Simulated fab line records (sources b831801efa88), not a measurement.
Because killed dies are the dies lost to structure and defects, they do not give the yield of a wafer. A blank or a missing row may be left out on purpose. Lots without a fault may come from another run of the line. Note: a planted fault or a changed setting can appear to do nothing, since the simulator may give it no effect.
Problem report, 8D (eight disciplines) form, completed by code -- flow gf180mcu -- the parts of the form that need people (team, actions taken, sign-off) are left out

== 1. WHAT IS WRONG ==
run_length_s at GF_M4_METAL_ETCH_16 reads a mean of 181.2 s on 4 wafers of 2 lots; wafers without a fault read 153.7 s with a standard deviation of 0.62. Relative to the usual mean, that is a shift of +44 standard deviations.
The step: etches the open film in Cl2/BCl3, stops on SiO2, target depth 750.8 nm, time 125.1 s.
The first sign was on wafer L173.2 at day 27 00:33, on rie_metal-02. At this step, 33 wafers from 11 lots have a number in the record. Rule for "out" (also "out of limits"): further than 4 standard deviations from the usual mean. Any other wafer with a number is counted as sound.

== 2. WHAT IT IS, AND WHAT IT ISN'T ==
question,is,is not
which readings at this step,"run_length_s, oes_product_au, throttle_valve_pct","bias_w, chamber_pressure_mTorr, drypump_motor_current_A"
which lots,"L173, L176","L163, L164, L165, L167, L169, L179, L180, L183, L184"
which wafers of those lots,"L173.2, L173.5, L176.2, L176.5","L173.6, L176.3"
read on which tools,rie_metal-02,"rie_metal-01, rie_metal-04"
when,from day 27 00:33,"up to then (16 sound wafers); but 13 sound wafers of L176, L179, L180, L183, L184 came after"

== 3. WHAT RULES OUT EACH SUSPECT ==
Counting: a tool at a process step up to the reading stays a suspect if it ran every lot that is out. Sound lots after the first of them don't rule it out here, since some wafers of a struck lot are sound.
- pvd_sputter-02 at GF_M4_SPUTTER_02 (material AlCu, target thk 450 nm, time 23.9 s): kept. Ran every lot that is out, first one L173 (day 26 03:41); last sound lot up to then L169 (day 25 04:43).
- rie_metal-02 at GF_M4_METAL_ETCH_16 (etches the open film in Cl2/BCl3, stops on SiO2, target depth 750.8 nm, time 125.1 s): kept. Ran every lot that is out, first one L173 (day 27 00:33); last sound lot up to then L167 (day 25 09:07). On those wafers its own readings are out: oes_product_au, run_length_s, throttle_valve_pct.
What counting leaves: pvd_sputter-02 at GF_M4_SPUTTER_02 and rie_metal-02 at GF_M4_METAL_ETCH_16.

== 4. THE CAUSE (what the simulator had put in) ==
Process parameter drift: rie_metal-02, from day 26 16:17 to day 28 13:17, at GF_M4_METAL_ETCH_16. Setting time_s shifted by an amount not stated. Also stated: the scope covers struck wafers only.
This tool is one of the 2 suspects left after counting.

== 5. THE EFFECT CHAIN, in route order ==
Each row: a reading whose mean over the struck wafers that have a number lies more than 3 standard deviations from the usual. Scope: only readings with a usual standard deviation given in the record; hours: median across lots of the time from each lot's start at the first step in this table that gives one to its start at this step; sigmas: change in usual standard deviations.
hours,step,reading,usual,on struck wafers,change,sigmas
0,GF_M4_METAL_ETCH_16,oes_product_au,0.990 a.u.,0.887,-0.103,-14
0,GF_M4_METAL_ETCH_16,run_length_s,153.7 s,181.2,+27.5,+44
0,GF_M4_METAL_ETCH_16,throttle_valve_pct,28.231 %,28.341,+0.110,+10
0,GF_M4_STRIP_17,oes_product_au,0.538 a.u.,0.509,-0.029,-5.5
0,GF_M4_STRIP_17,strip_time_to_endpoint_s,7.40 s,6.71,-0.69,-11
The process steps in it:
- GF_M4_METAL_ETCH_16: etches the open film in Cl2/BCl3, stops on SiO2, target depth 750.8 nm, time 125.1 s.
- GF_M4_STRIP_17: strips in O2/N2.

== 6. HOW IT WOULD HAVE BEEN CAUGHT EARLIER ==
In this record the first reading out of limits was taken at day 27 00:33, 8 hours after the fault began at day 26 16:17.
